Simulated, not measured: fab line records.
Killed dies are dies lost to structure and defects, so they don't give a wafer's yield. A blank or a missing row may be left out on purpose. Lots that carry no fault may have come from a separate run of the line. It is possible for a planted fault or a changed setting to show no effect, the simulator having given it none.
fab line records | flow sky130
record lots=6 | wafers=18 | lastDay=50
route steps=708 shown VT_ADJUST_NCORE@129 VT_ADJUST_HVTR@131 VT_ADJUST_PCH@143 SONOS_TUNNEL@154 SONOS_ONO@168 PAD_OPEN@708
lots that met no fault: from a run of the same line without faults
startH: hours from the record's first day to the start of the lot's first wafer shown | waitH: hours elapsed since this lot's preceding step | " unchanged from the row above | L1.1+2: several wafers, shown together as one row | - no value, or no start was given | * or withheld: withheld | < > ~ a bound
route shown NAME@n: names a module that has steps shown in the file, with the first one's number in the route | usual: average and standard deviation across the fault-free wafers | same: alike in all rows | chamber/n: place in a boat | sites: per-site readings | _std_site: standard deviation of those values | _edge_site: the outer-site mean with the inner-site mean subtracted | radiusMm: for every site, how far away it sits from the centre of the wafer | mask NAME#n: copy n | behind: the tool/chamber that last shaped the wafer | hold: why the lot went on hold/how many hours it stayed there/how the hold came to an end | device: the n, p or np transistor that did not switch | end of line: the tests these same wafers got at the end of their route | for a step that has no rows: nothing shown but its recipe | killed: count of dies lost to structure and defects at first sort (not the wafer's yield) | map: shows each die of a wafer: x if killed, . if not, _ if none is there
set.NAME: the setting the step ran with; set.NAME@STEP: the setting that earlier step ran with | model.NAME: the simulator's own value behind a step, which no gauge read
lots at selected steps of the route; one table per step, one row per wafer
services: from which hour (startH, from the record's first day; less than 0 if before it) a tool's chamber was out of use, for how many hours, and why
## steps
# step SKY_VT_ADJUST_NCORE_STRIP_10
# recipe chemistry=O2/N2 | powerW=1400 | pressureMtorr=1500 | platenTempC=withheld | o2FlowSccm=3000 | n2FlowSccm=300 | overashFraction=0.5
# usual drypumpMotorCurrentA=5.6/0.42 | oesProductAu=0.716/0.005 | stripTimeToEndpointS=14.22/0.037
# same overashFraction=0.5
lot.wafer | tool           | chamber | startH | waitH | drypumpMotorCurrentA | oesProductAu | rfHoursCounterH | stripTimeToEndpointS
L741.2    | plasmaAsher-03 | 1       | 204.70 | 0.1   | 5.0                  | 0.714        | 48              | 14.24
L741.3    | "              | 0       | "      | "     | 6.5                  | 0.712        | -               | 14.24
L741.6    | "              | 0       | "      | "     | 6.5                  | 0.717        | -               | 14.16
L742.1    | plasmaAsher-03 | 0       | 211.19 | 0.1   | 6.5                  | 0.715        | 48              | 14.21
L742.2    | "              | 1       | "      | "     | 5.0                  | 0.720        | 48              | 14.22
L742.5    | "              | 1       | "      | "     | 5.0                  | 0.721        | -               | 14.21
L746.2    | plasmaAsher-03 | 1       | 239.65 | 0.1   | 5.0                  | 0.719        | 51              | 14.25
L746.4    | "              | 1       | "      | "     | 5.0                  | 0.707        | -               | 14.22
L746.6    | "              | 0       | "      | "     | 6.5                  | 0.715        | -               | 14.24
L751.3    | plasmaAsher-02 | 1       | 273.83 | 0.1   | 5.4                  | 0.721        | -               | 14.19
L751.5    | "              | 1       | "      | "     | 5.5                  | 0.720        | -               | 14.28
L751.6    | "              | 0       | "      | "     | 5.7                  | 0.713        | -               | 14.22
L759.4    | plasmaAsher-02 | 0       | 336.53 | 0.1   | 5.7                  | 0.716        | -               | 14.27
L759.5    | "              | 0       | "      | "     | 5.7                  | 0.715        | -               | 14.26
L759.6    | "              | 1       | "      | "     | 5.4                  | 0.708        | -               | 14.21
L760.2    | plasmaAsher-02 | 1       | 339.65 | 0.1   | 5.5                  | 0.713        | 53              | 14.13
L760.4    | "              | 1       | "      | "     | 5.4                  | 0.720        | -               | 14.12
L760.5    | "              | 1       | "      | "     | 5.4                  | 0.714        | -               | 14.16
# step SKY_VT_ADJUST_NCORE_TW_MEAS_11
# usual VT_ADJUST_NCORE_TW=221.0/2.5
lot.wafer | tool         | chamber | startH | waitH | VT_ADJUST_NCORE_TW
L741.2    | filmMetro-03 | -       | 204.81 | 0.1   | 219.7
L741.3    | "            | -       | "      | "     | 219.6
L741.6    | "            | -       | "      | "     | 219.3
L742.1    | filmMetro-01 | -       | 211.29 | 0.1   | 223.2
L742.2    | "            | -       | "      | "     | 223.8
L742.5    | "            | -       | "      | "     | 224.9
L746.2    | filmMetro-03 | -       | 239.76 | 0.1   | 220.2
L746.4    | "            | -       | "      | "     | 219.5
L746.6    | "            | -       | "      | "     | 220.6
L751.3    | filmMetro-03 | -       | 273.91 | 0.1   | 219.7
L751.5    | "            | -       | "      | "     | 220.8
L751.6    | "            | -       | "      | "     | 219.5
L759.4    | filmMetro-01 | -       | 336.62 | 0.1   | 222.0
L759.5    | "            | -       | "      | "     | 222.5
L759.6    | "            | -       | "      | "     | 223.1
L760.2    | filmMetro-01 | -       | 339.76 | 0.1   | 222.0
L760.4    | "            | -       | "      | "     | 221.9
L760.5    | "            | -       | "      | "     | 222.1
# step SKY_VT_ADJUST_HVTR_DEHYDRATE_00
# recipe tempC=200 | timeS=60
# step SKY_VT_ADJUST_HVTR_HMDS_01
# recipe primeTimeS=60 | primeTempC=120
# step SKY_VT_ADJUST_HVTR_COAT_02
# recipe resist=NOVOLAK | spinRpm=3000 | resistThkNm=1140
# step SKY_VT_ADJUST_HVTR_SOFTBAKE_03
# recipe tempC=90 | timeS=60 | resist=NOVOLAK
# step SKY_VT_ADJUST_HVTR_EXPOSE_04
# recipe maskId=HVTRM | targetCdNm=380 | na=0.6 | sourceShape=conventional | sigmaOuter=0.6 | doseMj=150
# step SKY_VT_ADJUST_HVTR_PEB_05
# recipe tempC=withheld | timeS=* | resist=NOVOLAK
# step SKY_VT_ADJUST_HVTR_DEVELOP_06
# recipe developTimeS=60 | devTempC=23
# step SKY_VT_ADJUST_HVTR_CD_MEAS_07
# recipe targetCdNm=380
# usual cdNm=379.8/2.6
lot.wafer | tool     | chamber | startH | waitH | cdNm
L741.2    | cdSem-02 | -       | 227.60 | 0.1   | 379.8
L741.3    | "        | -       | "      | "     | 381.5
L741.6    | "        | -       | "      | "     | 377.9
L742.1    | cdSem-02 | -       | 233.39 | 0.1   | 377.8
L742.2    | "        | -       | "      | "     | 378.0
L742.5    | "        | -       | "      | "     | 380.2
L746.2    | cdSem-02 | -       | 262.81 | 0.1   | 379.4
L746.4    | "        | -       | "      | "     | 378.7
L746.6    | "        | -       | "      | "     | 376.7
L751.3    | cdSem-01 | -       | 298.53 | 0.1   | 380.6
L751.5    | "        | -       | "      | "     | 381.1
L751.6    | "        | -       | "      | "     | 381.1
L759.4    | cdSem-02 | -       | 363.06 | 0.1   | 378.6
L759.5    | "        | -       | "      | "     | 382.2
L759.6    | "        | -       | "      | "     | 380.2
L760.2    | cdSem-02 | -       | 366.55 | 0.1   | 375.7
L760.4    | "        | -       | "      | "     | 379.0
L760.5    | "        | -       | "      | "     | 378.2
# step SKY_VT_ADJUST_HVTR_OVL_MEAS_08
# usual VT_ADJUST_HVTR_OVL=-0.3/1.2
lot.wafer | tool       | chamber | startH | waitH | VT_ADJUST_HVTR_OVL[nm]
L741.2    | overlay-01 | -       | 227.71 | 0.1   | -0.7
L741.3    | "          | -       | "      | "     | 0.2
L741.6    | "          | -       | "      | "     | -1.4
L742.1    | overlay-01 | -       | 233.51 | 0.1   | 0.5
L742.2    | "          | -       | "      | "     | 0.0
L742.5    | "          | -       | "      | "     | 2.1
L746.2    | overlay-02 | -       | 262.91 | 0.1   | -2.9
L746.4    | "          | -       | "      | "     | -1.1
L746.6    | "          | -       | "      | "     | -1.3
L751.3    | overlay-02 | -       | 298.62 | 0.1   | 1.0
L751.5    | "          | -       | "      | "     | -2.1
L751.6    | "          | -       | "      | "     | -0.5
L759.4    | overlay-02 | -       | 363.13 | 0.1   | 0.0
L759.5    | "          | -       | "      | "     | -1.5
L759.6    | "          | -       | "      | "     | -0.9
L760.2    | overlay-02 | -       | 366.66 | 0.1   | 0.5
L760.4    | "          | -       | "      | "     | -1.8
L760.5    | "          | -       | "      | "     | -2.1
# step SKY_VT_ADJUST_HVTR_IMPLANT_09
# recipe species=B | energyKev=10 | doseCm2=2.1e+12 | tiltDeg=withheld
# step SKY_VT_ADJUST_HVTR_STRIP_10
# recipe chemistry=O2/N2 | powerW=1400 | pressureMtorr=1500 | platenTempC=withheld | o2FlowSccm=3000 | n2FlowSccm=300 | overashFraction=0.5
# usual drypumpMotorCurrentA=5.58/0.23 | oesProductAu=0.716/0.0041 | stripTimeToEndpointS=14.20/0.039
# same overashFraction=0.5
lot.wafer | tool           | chamber | startH | waitH | drypumpMotorCurrentA | oesProductAu | rfHoursCounterH | stripTimeToEndpointS
L741.2    | plasmaAsher-01 | 1       | 227.89 | 0.1   | 5.53                 | 0.715        | 11              | 14.24
L741.3    | "              | 0       | "      | "     | 5.83                 | 0.712        | -               | 14.22
L741.6    | "              | 0       | "      | "     | 5.83                 | 0.716        | -               | 14.23
L742.1    | plasmaAsher-01 | 0       | 233.69 | 0.1   | 5.83                 | 0.714        | 12              | 14.19
L742.2    | "              | 1       | "      | "     | 5.52                 | 0.715        | 12              | 14.20
L742.5    | "              | 0       | "      | "     | 5.83                 | 0.720        | -               | 14.23
L746.2    | plasmaAsher-04 | 1       | 263.09 | 0.1   | 5.71                 | 0.719        | 61              | 14.21
L746.4    | "              | 0       | "      | "     | 5.12                 | 0.722        | -               | 14.23
L746.6    | "              | 1       | "      | "     | 5.70                 | 0.712        | -               | 14.20
L751.3    | plasmaAsher-01 | 1       | 298.83 | 0.1   | 5.54                 | 0.714        | -               | 14.23
L751.5    | "              | 0       | "      | "     | 5.82                 | 0.716        | -               | 14.19
L751.6    | "              | 1       | "      | "     | 5.54                 | 0.717        | -               | 14.20
L759.4    | plasmaAsher-04 | 1       | 363.34 | 0.1   | 5.70                 | 0.713        | -               | 14.19
L759.5    | "              | 1       | "      | "     | 5.70                 | 0.711        | -               | 14.20
L759.6    | "              | 0       | "      | "     | 5.13                 | 0.720        | -               | 14.22
L760.2    | plasmaAsher-02 | 1       | 366.84 | 0.1   | 5.45                 | 0.721        | 55              | 14.21
L760.4    | "              | 1       | "      | "     | 5.43                 | 0.713        | -               | 14.13
L760.5    | "              | 0       | "      | "     | 5.70                 | 0.713        | -               | 14.19
# step SKY_VT_ADJUST_HVTR_TW_MEAS_11
# usual VT_ADJUST_HVTR_TW=209.4/2.2
lot.wafer | tool         | chamber | startH | waitH | VT_ADJUST_HVTR_TW
L741.2    | filmMetro-03 | -       | 228.02 | 0.1   | 211.2
L741.3    | "            | -       | "      | "     | 212.4
L741.6    | "            | -       | "      | "     | 212.0
L742.1    | filmMetro-04 | -       | 233.79 | 0.1   | 206.2
L742.2    | "            | -       | "      | "     | 205.5
L742.5    | "            | -       | "      | "     | 205.6
L746.2    | filmMetro-02 | -       | 263.20 | 0.1   | 209.9
L746.4    | "            | -       | "      | "     | 209.6
L746.6    | "            | -       | "      | "     | 210.7
L751.3    | filmMetro-02 | -       | 298.91 | 0.1   | 210.1
L751.5    | "            | -       | "      | "     | 211.3
L751.6    | "            | -       | "      | "     | 210.5
L759.4    | filmMetro-03 | -       | 363.43 | 0.1   | 211.4
L759.5    | "            | -       | "      | "     | 210.3
L759.6    | "            | -       | "      | "     | 212.9
L760.2    | filmMetro-03 | -       | 366.95 | 0.1   | 211.0
L760.4    | "            | -       | "      | "     | 211.1
L760.5    | "            | -       | "      | "     | 211.8
# step SKY_VT_ADJUST_PCH_DEHYDRATE_00
# recipe tempC=200 | timeS=60
# step SKY_VT_ADJUST_PCH_HMDS_01
# recipe primeTimeS=60 | primeTempC=120
# step SKY_VT_ADJUST_PCH_COAT_02
# recipe spinRpm=2000 | resistThkNm=3000
# step SKY_VT_ADJUST_PCH_SOFTBAKE_03
# recipe tempC=110 | timeS=withheld
# step SKY_VT_ADJUST_PCH_EXPOSE_04
# recipe maskId=NWM | na=0.6 | sourceShape=conventional | sigmaOuter=0.6 | polarization=unpolarized | targetCdNm=840 | doseMj=255
# step SKY_VT_ADJUST_PCH_PEB_05
# recipe tempC=115 | timeS=withheld
# step SKY_VT_ADJUST_PCH_DEVELOP_06
# recipe wallAngleDeg=90 | developer=TMAH | developTimeS=60 | devTempC=23
# step SKY_VT_ADJUST_PCH_OVL_MEAS_07
# usual VT_ADJUST_PCH_OVL=-0.8/1.3
lot.wafer | tool       | chamber | startH | waitH | VT_ADJUST_PCH_OVL[nm]
L741.2    | overlay-01 | -       | 250.84 | -     | -0.9
L741.3    | "          | -       | "      | "     | 0.5
L741.6    | "          | -       | "      | "     | 0.7
L742.1    | overlay-02 | -       | 257.78 | -     | -1.5
L742.2    | "          | -       | "      | "     | -1.4
L742.5    | "          | -       | "      | "     | -2.3
L746.2    | overlay-02 | -       | 288.09 | -     | -1.0
L746.4    | "          | -       | "      | "     | -0.5
L746.6    | "          | -       | "      | "     | -0.2
L751.3    | overlay-01 | -       | 324.60 | -     | -2.1
L751.5    | "          | -       | "      | "     | -1.9
L751.6    | "          | -       | "      | "     | -2.2
L759.4    | overlay-01 | -       | 391.51 | -     | -0.7
L759.5    | "          | -       | "      | "     | -1.7
L759.6    | "          | -       | "      | "     | -1.0
L760.2    | overlay-02 | -       | 395.04 | -     | 0.3
L760.4    | "          | -       | "      | "     | -1.2
L760.5    | "          | -       | "      | "     | 0.5
# step SKY_VT_ADJUST_PCH_IMPLANT_08
# recipe species=B | energyKev=10 | doseCm2=5e+11 | tiltDeg=withheld
# step SKY_VT_ADJUST_PCH_STRIP_09
# recipe chemistry=O2/N2 | powerW=1400 | pressureMtorr=1500 | platenTempC=withheld | o2FlowSccm=3000 | n2FlowSccm=300 | overashFraction=0.5
# usual drypumpMotorCurrentA=5.6/0.55 | oesProductAu=0.723/0.0051 | stripTimeToEndpointS=36.95/0.11
# same overashFraction=0.5
lot.wafer | tool           | chamber | startH | waitH | drypumpMotorCurrentA | oesProductAu | rfHoursCounterH | stripTimeToEndpointS
L741.2    | plasmaAsher-04 | 0       | 251.02 | 0.1   | 5.1                  | 0.729        | 60              | 37.03
L741.3    | "              | 1       | "      | "     | 5.7                  | 0.726        | -               | 37.03
L741.6    | "              | 0       | "      | "     | 5.1                  | 0.722        | -               | 37.07
L742.1    | plasmaAsher-04 | 1       | 257.97 | 0.1   | 5.7                  | 0.724        | 60              | 36.95
L742.2    | "              | 0       | "      | "     | 5.1                  | 0.726        | 60              | 37.02
L742.5    | "              | 1       | "      | "     | 5.7                  | 0.729        | -               | 36.98
L746.2    | plasmaAsher-03 | 0       | 288.27 | 0.1   | 6.5                  | 0.720        | 56              | 37.04
L746.4    | "              | 0       | "      | "     | 6.5                  | 0.726        | -               | 36.89
L746.6    | "              | 1       | "      | "     | 5.0                  | 0.719        | -               | 36.92
L751.3    | plasmaAsher-04 | 1       | 324.80 | 0.1   | 5.7                  | 0.721        | -               | 37.02
L751.5    | "              | 0       | "      | "     | 5.1                  | 0.727        | -               | 36.90
L751.6    | "              | 1       | "      | "     | 5.7                  | 0.715        | -               | 37.02
L759.4    | plasmaAsher-02 | 0       | 391.71 | 0.1   | 5.7                  | 0.720        | -               | 37.19
L759.5    | "              | 1       | "      | "     | 5.5                  | 0.717        | -               | 37.18
L759.6    | "              | 0       | "      | "     | 5.7                  | 0.724        | -               | 37.19
L760.2    | plasmaAsher-04 | 0       | 395.22 | 0.1   | 5.1                  | 0.728        | 70              | 37.12
L760.4    | "              | 1       | "      | "     | 5.7                  | 0.721        | -               | 37.02
L760.5    | "              | 1       | "      | "     | 5.8                  | 0.718        | -               | 36.97
# step SKY_VT_ADJUST_PCH_TW_MEAS_10
# usual VT_ADJUST_PCH_TW=143.0/2.3
lot.wafer | tool         | chamber | startH | waitH | VT_ADJUST_PCH_TW
L741.2    | filmMetro-02 | -       | 251.13 | 0.1   | 142.2
L741.3    | "            | -       | "      | "     | 142.2
L741.6    | "            | -       | "      | "     | 142.4
L742.1    | filmMetro-02 | -       | 258.07 | 0.1   | 141.8
L742.2    | "            | -       | "      | "     | 142.6
L742.5    | "            | -       | "      | "     | 142.2
L746.2    | filmMetro-02 | -       | 288.38 | 0.1   | 142.8
L746.4    | "            | -       | "      | "     | 142.6
L746.6    | "            | -       | "      | "     | 143.0
L751.3    | filmMetro-01 | -       | 324.89 | 0.1   | 146.4
L751.5    | "            | -       | "      | "     | 144.6
L751.6    | "            | -       | "      | "     | 145.9
L759.4    | filmMetro-04 | -       | 391.80 | 0.1   | 139.0
L759.5    | "            | -       | "      | "     | 139.1
L759.6    | "            | -       | "      | "     | 139.4
L760.2    | filmMetro-01 | -       | 395.33 | 0.1   | 145.3
L760.4    | "            | -       | "      | "     | 145.5
L760.5    | "            | -       | "      | "     | 145.5
# step SKY_SONOS_TUNNEL_DEHYDRATE_00
# recipe tempC=200 | timeS=60
# step SKY_SONOS_TUNNEL_HMDS_01
# recipe primeTimeS=60 | primeTempC=120
# step SKY_SONOS_TUNNEL_COAT_02
# recipe resist=NOVOLAK | spinRpm=3000 | resistThkNm=1140
# step SKY_SONOS_TUNNEL_SOFTBAKE_03
# recipe tempC=90 | timeS=60 | resist=NOVOLAK
# step SKY_SONOS_TUNNEL_EXPOSE_04
# recipe maskId=TUNM | na=0.6 | sourceShape=conventional | sigmaOuter=0.6 | polarization=unpolarized | targetCdNm=410 | doseMj=136
# step SKY_SONOS_TUNNEL_PEB_05
# recipe tempC=withheld | timeS=* | resist=NOVOLAK
# step SKY_SONOS_TUNNEL_DEVELOP_06
# recipe resist=NOVOLAK | developer=TMAH | developTimeS=60 | devTempC=23
# step SKY_SONOS_TUNNEL_CD_MEAS_07
# recipe targetCdNm=410
# usual cdNm=408.9/2.3
lot.wafer | tool     | chamber | startH | waitH | cdNm
L741.2    | cdSem-02 | -       | 275.35 | 0.1   | 409.6
L741.3    | "        | -       | "      | "     | 411.2
L741.6    | "        | -       | "      | "     | 410.5
L742.1    | cdSem-02 | -       | 282.56 | 0.1   | 404.5
L742.2    | "        | -       | "      | "     | 407.7
L742.5    | "        | -       | "      | "     | 408.0
L746.2    | cdSem-01 | -       | 314.25 | 0.1   | 411.8
L746.4    | "        | -       | "      | "     | 407.4
L746.6    | "        | -       | "      | "     | 409.9
L751.3    | cdSem-01 | -       | 351.45 | 0.1   | 406.9
L751.5    | "        | -       | "      | "     | 407.6
L751.6    | "        | -       | "      | "     | 409.9
L759.4    | cdSem-02 | -       | 421.17 | 0.1   | 409.6
L759.5    | "        | -       | "      | "     | 408.6
L759.6    | "        | -       | "      | "     | 407.4
L760.2    | cdSem-01 | -       | 423.93 | 0.1   | 408.9
L760.4    | "        | -       | "      | "     | 408.4
L760.5    | "        | -       | "      | "     | 409.8
# step SKY_SONOS_TUNNEL_OVL_MEAS_08
# usual SONOS_TUNNEL_OVL=0.3/1.3
lot.wafer | tool       | chamber | startH | waitH | SONOS_TUNNEL_OVL[nm]
L741.2    | overlay-02 | -       | 275.46 | 0.1   | 0.6
L741.3    | "          | -       | "      | "     | -0.5
L741.6    | "          | -       | "      | "     | -1.8
L742.1    | overlay-01 | -       | 282.68 | 0.1   | 1.3
L742.2    | "          | -       | "      | "     | -0.2
L742.5    | "          | -       | "      | "     | 1.7
L746.2    | overlay-01 | -       | 314.36 | 0.1   | -1.9
L746.4    | "          | -       | "      | "     | -1.1
L746.6    | "          | -       | "      | "     | 1.0
L751.3    | overlay-02 | -       | 351.54 | 0.1   | -0.1
L751.5    | "          | -       | "      | "     | 0.3
L751.6    | "          | -       | "      | "     | 0.0
L759.4    | overlay-01 | -       | 421.25 | 0.1   | 2.2
L759.5    | "          | -       | "      | "     | 0.4
L759.6    | "          | -       | "      | "     | 3.2
L760.2    | overlay-01 | -       | 424.04 | 0.1   | -0.8
L760.4    | "          | -       | "      | "     | 0.8
L760.5    | "          | -       | "      | "     | 2.3
# step SKY_SONOS_TUNNEL_IMPLANT_09
# recipe species=B | energyKev=20 | doseCm2=1e+12 | tiltDeg=withheld
# step SKY_SONOS_TUNNEL_WET_ETCH_10
# recipe chemistry=dHF | targetDepthNm=14 | target=SiO2 | dilution=100:1 | tempC=25 | timeS=280
# step SKY_SONOS_TUNNEL_STRIP_11
# recipe chemistry=SPM | timeS=600 | tempC=130
# step SKY_SONOS_TUNNEL_TW_MEAS_12
# usual SONOS_TUNNEL_TW=198/3.4
lot.wafer | tool         | chamber | startH | waitH | SONOS_TUNNEL_TW
L741.2    | filmMetro-04 | -       | 275.93 | 0.0   | 195
L741.3    | "            | -       | "      | "     | 195
L741.6    | "            | -       | "      | "     | 196
L742.1    | filmMetro-01 | -       | 283.14 | 0.0   | 202
L742.2    | "            | -       | "      | "     | 203
L742.5    | "            | -       | "      | "     | 202
L746.2    | filmMetro-01 | -       | 314.83 | 0.0   | 200
L746.4    | "            | -       | "      | "     | 204
L746.6    | "            | -       | "      | "     | 202
L751.3    | filmMetro-04 | -       | 352.01 | 0.0   | 193
L751.5    | "            | -       | "      | "     | 192
L751.6    | "            | -       | "      | "     | 193
L759.4    | filmMetro-01 | -       | 421.71 | 0.0   | 204
L759.5    | "            | -       | "      | "     | 203
L759.6    | "            | -       | "      | "     | 203
L760.2    | filmMetro-03 | -       | 424.50 | 0.0   | 199
L760.4    | "            | -       | "      | "     | 199
L760.5    | "            | -       | "      | "     | 199
# step SKY_SONOS_TUNNEL_CLEAN_13
# recipe chemistry=dHF | timeS=20 | dilution=100:1 | dry=ipaMarangoni
# step SKY_SONOS_ONO_OXIDATION_00
# recipe tempC=800 | ambient=O2 | idleTempC=700 | rampUpCPerMin=10 | rampDownCPerMin=3 | stabiliseS=600 | purgeS=300 | targetThkA=26 | oxTimeS=1249
# step SKY_SONOS_ONO_THK_MEAS_01
# recipe reads=SiO2_of_SONOS_ONO_OXIDATION_00
# usual SONOS_ONO_OXIDATION_THK=2.58/0.055
lot.wafer | tool         | chamber | startH | waitH | SONOS_ONO_OXIDATION_THK[nm]
L741.2    | filmMetro-03 | -       | 277.52 | 0.0   | 2.55
L741.3    | "            | -       | "      | "     | 2.52
L741.6    | "            | -       | "      | "     | 2.62
L742.1    | filmMetro-03 | -       | 284.96 | 0.0   | 2.58
L742.2    | "            | -       | "      | "     | 2.53
L742.5    | "            | -       | "      | "     | 2.56
L746.2    | filmMetro-01 | -       | 317.10 | 0.0   | 2.55
L746.4    | "            | -       | "      | "     | 2.54
L746.6    | "            | -       | "      | "     | 2.50
L751.3    | filmMetro-03 | -       | 356.73 | 0.0   | 2.65
L751.5    | "            | -       | "      | "     | 2.65
L751.6    | "            | -       | "      | "     | 2.65
L759.4    | filmMetro-01 | -       | 425.25 | 0.0   | 2.58
L759.5    | "            | -       | "      | "     | 2.59
L759.6    | "            | -       | "      | "     | 2.52
L760.2    | filmMetro-02 | -       | 427.10 | 0.0   | 2.57
L760.4    | "            | -       | "      | "     | 2.58
L760.5    | "            | -       | "      | "     | 2.61
# step SKY_SONOS_ONO_CVD_02
# recipe material=Si3N4 | precursor=DCS/NH3 | targetThkNm=10.5 | tempC=770 | timeS=180 | pressureMtorr=250
# step SKY_PAD_OPEN_PROBE_99
# usual killed_at_M0_to_M3=44/6.9 | killed_at_M4_up=3.3/1.8 | killedAtContacts=24/5 | killedAtFrontEnd=16/4.6 | killedAtOther=0.2/0.42 | killedDies=88/9.2 | killedOpen=48/7.3 | killedShort=40/6.5
# same grossDies=492 | killedAtBackSide=0
lot.wafer | tool      | chamber | startH  | waitH | killed_at_M0_to_M3 | killed_at_M4_up | killedAtContacts | killedAtFrontEnd | killedAtOther | killedDies | killedOpen | killedShort
L741.2    | prober-02 | -       | 1099.62 | 0.1   | 62                 | 2               | 21               | 82               | 0             | 167        | 46         | 50
L742.2    | prober-02 | -       | 1112.24 | 0.1   | 32                 | 3               | 24               | 84               | 0             | 143        | 37         | 38
# killed by level:class
L741.2 VT_ADJUST_HVTR:unspecified=71 VIA1:geometricParticle:open=15 METAL1:geometricParticle:short=11 METAL2:geometricParticle:short=8 CONTACT:geometricParticle:open=6 VIA1:geometricParticle:short=6 CONTACT:geometricParticle:short=5 FIELD_ISO:geometricParticle:open=4
L742.2 VT_ADJUST_HVTR:unspecified=67 CONTACT:geometricParticle:open=8 VIA1:geometricParticle:open=8 LI_CONTACT:geometricParticle:open=7 METAL1:geometricParticle:short=7 CONTACT:geometricParticle:short=6 VIA3:geometricParticle:short=6 FIELD_ISO:geometricParticle:short=3
# map L741.2 (x killed, . not)
__________...x...x.._________
________.x.x...x......_______
______xx.x.........x.x.._____
_____..x.....xx.x.x..x...____
____........xx.....x...x..___
___.....x....x........x....__
__...x.xxx...x......x....x.._
_x....xx...xxxx..x...x.x...x.
_..x....x...............x.xx.
_xx...x.........x.xxxxx.....x
_x.x..x..xx....x.xxxxxxxx....
_............x.xxxxxxxxx....x
_...xx.......xxxxxxxxxxxxx..x
_..x..........xxxxxxxxxxx.x..
_x.x....x.x...x.xxxxxxxxx....
__..x...........xxxxxxxx...._
___..x.xxx.x..x.xxxxxxxxx..__
____..xxx..x.......xxx.xx.___
_____x........x....x..x..____
______..x.........x..x.._____
________...........x.._______
__________...x.x...._________
# map L742.2 (x killed, . not)
__________..xx..xx.._________
________x.........x..._______
______x.x.x..x........x._____
_____.x.......xxx....x...____
____.............x...x....___
___...x...x........x.....x.__
__.....x.....x.......x....x._
_..x..xx.x..x................
_.....xx...xx................
_.................x.xx...x...
_.x..x.....x...xxxxxxxx..x...
_..x........xxxxxxxxxxxxxx...
_...x.xx......xxxxxxxxxxx....
_..x........x.x.xxxxxxxx..x..
_..x.x.....xx...xxxxxxxxx..x.
__.......x....xx.xxxxxxxx..._
___x..xx.........xxxxx..x..__
____.x.......x..x..x..xx..___
_____.......x...x....x...____
______.....xx.....x....._____
________.xx....x.xx..._______
__________.........._________
## services
tool           | chamber | startH | hours | kind
plasmaAsher-04 | -       | 188.82 | 1.0   | repair
plasmaAsher-03 | -       | 248.73 | 0.6   | repair
plasmaAsher-04 | -       | 255.45 | 0.8   | repair
plasmaAsher-04 | -       | 277.09 | 31.9  | repair
plasmaAsher-01 | -       | 363.88 | 1.3   | repair
## key
firstSign step=SKY_PAD_OPEN_PROBE_99 | reading=killedAtFrontEnd | direction=up | sigmas=15 | usual=16 | struck=83
effect step=SKY_PAD_OPEN_PROBE_99 | reading=killedDies | direction=up | sigmas=7.3 | usual=88 | struck=155
metAt SKY_VT_ADJUST_HVTR_STRIP_10
struckWafers L741.2,L742.2
testerLeftOut L741,L742
fault kind=chamberParticleSource | tool=plasmaAsher-01 | chamber=1 | onsetH=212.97 | steps=SKY_VT_ADJUST_HVTR_STRIP_10 | ratePerVisitCm2=1.4141 | endH=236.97
# testerLeftOut: of these lots the tester's yield and bins aren't shown, on N5 and GAA mostly nor the transistor test; their killed dies are dies lost to structure and defects alone, not to doping, threshold or leakage, so they don't give the yield
